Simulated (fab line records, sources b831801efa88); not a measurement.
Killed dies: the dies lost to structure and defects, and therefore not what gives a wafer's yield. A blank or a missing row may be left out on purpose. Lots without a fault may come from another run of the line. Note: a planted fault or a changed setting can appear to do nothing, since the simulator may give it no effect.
fab line records	flow sky130	part 2 of 2: steps 5 to 6 of 6
record: lots: 20	wafers: 60	lastDay: 50
route steps=708 shown FIELD_ISO@16 POLY_GATE@232 POLY_CUT@319 VIA1@482 METAL3@569 PASSIVATION@692
lots with no fault: from the same line, run without faults
startH: hours from the record's opening day to when the first of the lot's shown wafers began	waitH: hours since the lot's step before	" same as the row above	L1.1+2: one row covering several wafers at once	- no value, or no start was given	* or withheld: withheld	< > ~ a bound
route shown NAME@n: a module of which the file shows steps, and the number in the route of the first	usual: average and standard deviation across the fault-free wafers	same: alike in all rows	chamber/n: place in a boat	sites: per-site readings	_std_site: their standard deviation	_edge_site: mean of outer sites minus mean of inner sites	radiusMm: for every site, how far away it sits from the centre of the wafer	mask NAME#n: copy n	behind: the most recent tool/chamber to have shaped the wafer	hold: why the lot went on hold/how many hours it stayed there/how the hold came to an end	device: whichever transistor did not switch (one of n, p or np)	end of line: the same wafers' tests at the end of the route	a step without rows: its recipe alone	killed: dies that structure and defects cost at the first sort, which is not the same as the wafer's yield	map: a wafer's dies, marking killed ones x, the rest . and places with no die _
set.NAME: the run value of the setting; set.NAME@STEP: its run value at that earlier step	model.NAME: the simulator's own value behind a step, which no gauge read
steps of the route over a sample of lots; a table a step, a row a wafer
services: when a tool's chamber went out of use (startH, in hours from the record's first day, below 0 if earlier), for how many hours, and the reason
== steps ==
step: SKY_METAL3_STRIP_19
recipe: chemistry: O2/N2	powerW: 1400	pressureMtorr: 1500	platenTempC: withheld	o2FlowSccm: 3000	n2FlowSccm: 300	overashFraction: 0.5
usual: drypumpMotorCurrentA: 6.0/0.51	n2FlowSccm: 299.9/0.91	oesProductAu: 0.504/0.0055	stripTimeToEndpointS: 6.58/0.072
lot.wafer	tool	chamber	startH	waitH	drypumpMotorCurrentA	n2FlowSccm	oesProductAu	rfHoursCounterH	stripTimeToEndpointS
L078.1	plasmaAsher-03	0	939.08	0.1	5.5	299.6	0.497	111	6.62
L078.3	"	0	"	"	5.5	299.3	0.510	-	6.60
L078.4	"	1	"	"	5.6	298.7	0.500	-	6.52
L076.1	plasmaAsher-04	0	943.59	0.1	6.3	300.4	0.506	20	6.67
L076.4	"	1	"	"	6.8	298.3	0.503	-	6.56
L076.5	"	1	"	"	6.8	299.7	0.510	-	6.54
L074.1	plasmaAsher-04	0	945.33	0.1	6.3	301.1	0.500	21	6.55
L074.3	"	0	"	"	6.3	301.9	0.507	-	6.56
L074.5	"	1	"	"	6.8	299.7	0.496	-	6.60
L077.1	plasmaAsher-04	0	947.78	0.1	6.3	299.2	0.504	21	6.66
L077.2	"	1	"	"	6.8	299.1	0.507	21	6.67
L077.4	"	1	"	"	6.8	300.3	0.498	-	6.65
L080.3	plasmaAsher-03	0	952.56	0.1	5.5	298.7	0.509	-	6.68
L080.5	"	0	"	"	5.5	298.8	0.508	-	6.67
L080.6	"	1	"	"	5.6	299.2	0.507	-	6.69
L079.4	plasmaAsher-02	1	957.03	0.1	6.1	300.5	0.507	-	6.59
L079.5	"	0	"	"	5.4	301.1	0.495	-	6.66
L079.6	"	1	"	"	6.0	299.9	0.502	-	6.60
L081.4	plasmaAsher-02	0	959.71	0.1	5.4	301.4	0.507	-	6.49
L081.5	"	1	"	"	6.0	300.4	0.500	-	6.47
L081.6	"	0	"	"	5.4	301.1	0.497	-	6.46
L082.3	plasmaAsher-02	0	968.47	0.1	5.4	299.4	0.502	-	6.42
L082.4	"	1	"	"	6.0	301.9	0.507	-	6.44
L082.5	"	0	"	"	5.4	300.5	0.500	-	6.52
L085.1	plasmaAsher-03	0	987.28	0.1	5.5	299.4	0.509	116	6.62
L085.3	"	0	"	"	5.5	300.1	0.505	-	6.70
L085.5	"	1	"	"	5.6	301.0	0.502	-	6.61
L086.1	plasmaAsher-02	1	996.30	0.3	6.1	300.3	0.507	86	6.58
L086.3	"	0	"	"	5.4	299.6	0.509	-	6.61
L086.5	"	1	"	"	6.0	300.1	0.510	-	6.62
L087.3	plasmaAsher-04	0	999.55	0.1	6.3	299.4	0.509	-	6.57
L087.4	"	1	"	"	6.8	300.3	0.503	-	6.52
L087.6	"	1	"	"	6.8	301.3	0.504	-	6.57
L088.2	plasmaAsher-02	0	1004.11	0.1	5.4	298.3	0.499	87	6.53
L088.3	"	0	"	"	5.4	299.3	0.500	-	6.50
L088.6	"	1	"	"	6.0	299.6	0.513	-	6.51
L089.1	plasmaAsher-02	0	1011.82	0.1	5.4	299.0	0.500	88	6.53
L089.2	"	1	"	"	6.0	300.5	0.504	88	6.59
L089.3	"	1	"	"	6.0	300.1	0.502	-	6.53
L090.1	plasmaAsher-04	1	1024.84	0.1	6.8	298.7	0.491	28	6.52
L090.2	"	0	"	"	6.3	298.6	0.515	28	6.68
L090.6	"	0	"	"	6.3	300.5	0.500	-	6.63
L091.1	plasmaAsher-02	1	1026.18	0.1	6.1	298.9	0.508	89	6.50
L091.3	"	0	"	"	5.4	300.3	0.502	-	6.51
L091.4	"	1	"	"	6.1	300.4	0.496	-	6.53
L093.1	plasmaAsher-04	1	1037.37	0.1	6.8	298.6	0.496	29	6.59
L093.2	"	0	"	"	6.3	299.9	0.497	29	6.54
L093.4	"	1	"	"	6.8	299.2	0.496	-	6.56
L094.2	plasmaAsher-02	0	1048.69	0.1	5.4	300.8	0.503	92	6.50
L094.3	"	1	"	"	6.1	299.6	0.509	-	6.66
L094.4	"	0	"	"	5.4	300.5	0.502	-	6.57
L095.4	plasmaAsher-03	1	1053.07	0.1	5.6	300.4	0.504	-	6.56
L095.5	"	0	"	"	5.5	300.4	0.503	-	6.50
L095.6	"	1	"	"	5.6	300.7	0.500	-	6.56
L096.1	plasmaAsher-04	0	1056.42	0.1	6.3	301.0	0.504	31	6.70
L096.3	"	1	"	"	6.8	300.2	0.520	-	6.75
L096.4	"	0	"	"	6.2	299.3	0.501	-	6.57
L097.2	plasmaAsher-04	1	1063.64	0.1	6.8	300.9	0.501	32	6.60
L097.3	"	1	"	"	6.8	301.4	0.506	-	6.66
L097.6	"	0	"	"	6.3	299.8	0.506	-	6.71
step: SKY_PASSIVATION_ETCH_11
recipe: chemistry: CF4/O2	targetDepthNm: 725	stopOn: AlCu	sourceW: 800	biasW: 150	pressureMtorr: 150	cf4FlowSccm: 80	O2_flow_sccm: 10	timeS: 161.1
usual: biasW: 150.1/0.49	drypumpMotorCurrentA: 6.0/0.37	oesProductAu: 0.976/0.0063	rfFwdPowerW: 796.6/2.3	throttleValvePct: 5.965/0.0084
lot.wafer	tool	chamber	startH	waitH	biasW	drypumpMotorCurrentA	oesProductAu	rfFwdPowerW	rfHoursCounterH	throttleValvePct
L078.1	rieDiel-02	2	1083.45	-	150.1	5.3	0.961	800.0	22	5.950
L078.3	"	3	"	"	150.1	5.7	0.973	793.4	13	5.954
L078.4	"	1	"	"	149.4	6.5	0.977	795.6	16	5.976
L076.1	rieDiel-03	3	1087.61	-	150.0	6.3	0.972	798.7	18	5.972
L076.4	"	0	"	"	149.5	6.1	0.977	797.7	24	5.968
L076.5	"	2	"	"	150.2	6.5	0.986	796.5	-	5.969
L074.1	rieDiel-03	2	1088.56	-	149.9	6.5	0.971	799.8	12	5.960
L074.3	"	3	"	"	150.7	6.4	0.982	797.4	18	5.960
L074.5	"	2	"	"	150.0	6.5	0.988	799.0	-	5.942
L077.1	rieDiel-02	0	1091.50	-	150.3	5.8	0.979	799.4	1	5.953
L077.2	"	1	"	"	150.0	6.5	0.974	794.8	17	5.964
L077.4	"	2	"	"	151.2	5.3	0.976	796.7	23	5.977
L080.3	rieDiel-04	3	1093.80	-	150.7	6.0	0.984	792.4	11	5.969
L080.5	"	2	"	"	149.8	6.2	0.985	797.4	-	5.967
L080.6	"	1	"	"	149.1	5.4	0.982	792.8	-	5.953
L079.4	rieDiel-02	0	1098.05	-	149.7	5.8	0.975	800.5	1	5.957
L079.5	"	0	"	"	150.1	5.8	0.985	797.4	-	5.964
L079.6	"	1	"	"	150.4	6.5	0.976	795.5	-	5.972
L081.4	rieDiel-02	1	1106.90	-	149.8	6.5	0.981	795.7	17	5.963
L081.5	"	3	"	"	150.4	5.7	0.982	795.6	-	5.969
L081.6	"	2	"	"	149.6	5.3	0.969	799.3	-	5.973
L082.3	rieDiel-04	1	1108.65	-	150.2	5.4	0.979	794.5	27	5.970
L082.4	"	3	"	"	150.8	6.1	0.985	800.4	12	5.979
L082.5	"	3	"	"	149.6	6.0	0.967	796.0	-	5.961
L085.1	rieDiel-02	3	1126.00	-	150.4	5.8	0.970	791.1	14	5.958
L085.3	"	1	"	"	150.7	6.5	0.970	795.2	18	5.962
L085.5	"	0	"	"	150.2	5.8	0.979	802.4	-	5.986
L086.1	rieDiel-02	0	1133.96	-	150.0	5.8	0.973	796.3	3	5.973
L086.3	"	2	"	"	149.9	5.3	0.974	797.2	24	5.965
L086.5	"	3	"	"	150.5	5.7	0.981	795.3	-	5.965
L087.3	rieDiel-03	2	1136.81	-	151.1	6.5	0.969	794.5	14	5.967
L087.4	"	1	"	"	150.3	5.9	0.983	796.0	6	5.948
L087.6	"	2	"	"	150.6	6.5	0.979	798.1	-	5.963
L088.2	rieDiel-03	3	1139.25	-	149.1	6.3	0.970	798.3	20	5.968
L088.3	"	1	"	"	149.5	6.0	0.976	797.0	7	5.965
L088.6	"	3	"	"	149.1	6.3	0.981	795.4	-	5.966
L089.1	rieDiel-02	2	1144.45	-	149.5	5.3	0.967	796.0	25	5.974
L089.2	"	3	"	"	150.9	5.7	0.974	791.9	15	5.978
L089.3	"	0	"	"	150.4	5.8	0.983	795.6	3	5.959
L090.1	rieDiel-04	2	1157.05	-	150.0	6.2	0.974	797.2	13	5.950
L090.2	"	3	"	"	150.1	6.0	0.970	795.5	13	5.953
L090.6	"	0	"	"	150.4	5.5	0.969	793.5	-	5.968
L091.1	rieDiel-03	0	1157.94	-	150.2	6.1	0.981	800.7	27	5.950
L091.3	"	3	"	"	150.0	6.3	0.975	795.7	21	5.959
L091.4	"	1	"	"	150.1	5.9	0.971	796.6	7	5.959
L093.1	rieDiel-03	2	1164.16	-	149.2	6.5	0.984	800.2	15	5.978
L093.2	"	3	"	"	150.1	6.3	0.980	800.1	21	5.964
L093.4	"	0	"	"	149.4	6.1	0.978	795.3	27	5.976
L094.2	rieDiel-04	1	1175.50	-	149.7	5.4	0.976	794.1	29	5.965
L094.3	"	2	"	"	149.1	6.2	0.970	797.0	13	5.965
L094.4	"	3	"	"	150.0	6.0	0.985	797.7	14	5.965
L095.4	rieDiel-02	3	1178.96	-	150.0	5.7	0.974	796.9	16	5.972
L095.5	"	1	"	"	150.1	6.5	0.974	795.1	-	5.957
L095.6	"	0	"	"	149.6	5.8	0.977	794.1	-	5.971
L096.1	rieDiel-04	0	1180.44	-	149.7	5.5	0.972	798.5	15	5.958
L096.3	"	2	"	"	150.0	6.2	0.975	800.6	14	5.948
L096.4	"	1	"	"	149.0	5.4	0.977	792.2	29	5.972
L097.2	rieDiel-03	3	1187.15	-	149.8	6.3	0.966	797.3	22	5.960
L097.3	"	1	"	"	149.8	5.9	0.977	796.1	8	5.957
L097.6	"	3	"	"	150.7	6.3	0.980	796.4	-	5.964
== services ==
tool	chamber	startH	hours	kind
rieDiel-02	-	52.77	2.1	repair
plasmaAsher-02	-	108.75	9.0	pm
plasmaAsher-02	-	110.40	1.7	repair
rieDiel-02	1	111.97	6.4	repair
rieDiel-02	-	151.50	1.2	repair
rieDiel-02	0	179.08	29.6	repair
rieDiel-02	2	191.56	1.6	repair
plasmaAsher-02	-	203.30	2.8	pm
rieDiel-02	-	257.09	2.8	pm
rieDiel-02	0	280.07	3.2	repair
rieDiel-02	3	283.93	7.2	repair
plasmaAsher-04	-	327.60	3.5	repair
plasmaAsher-04	-	334.54	1.7	repair
plasmaAsher-04	-	347.88	11.7	repair
plasmaAsher-02	-	382.76	7.7	repair
plasmaAsher-04	-	493.65	2.4	repair
plasmaAsher-02	-	619.51	1.0	repair
plasmaAsher-04	-	733.75	9.0	pm
plasmaAsher-02	-	795.95	7.0	repair
plasmaAsher-02	-	901.22	9.8	repair
plasmaAsher-02	-	927.28	3.5	repair
plasmaAsher-02	-	943.75	1.8	repair
plasmaAsher-04	-	972.61	2.8	pm
plasmaAsher-02	-	1054.45	8.7	repair
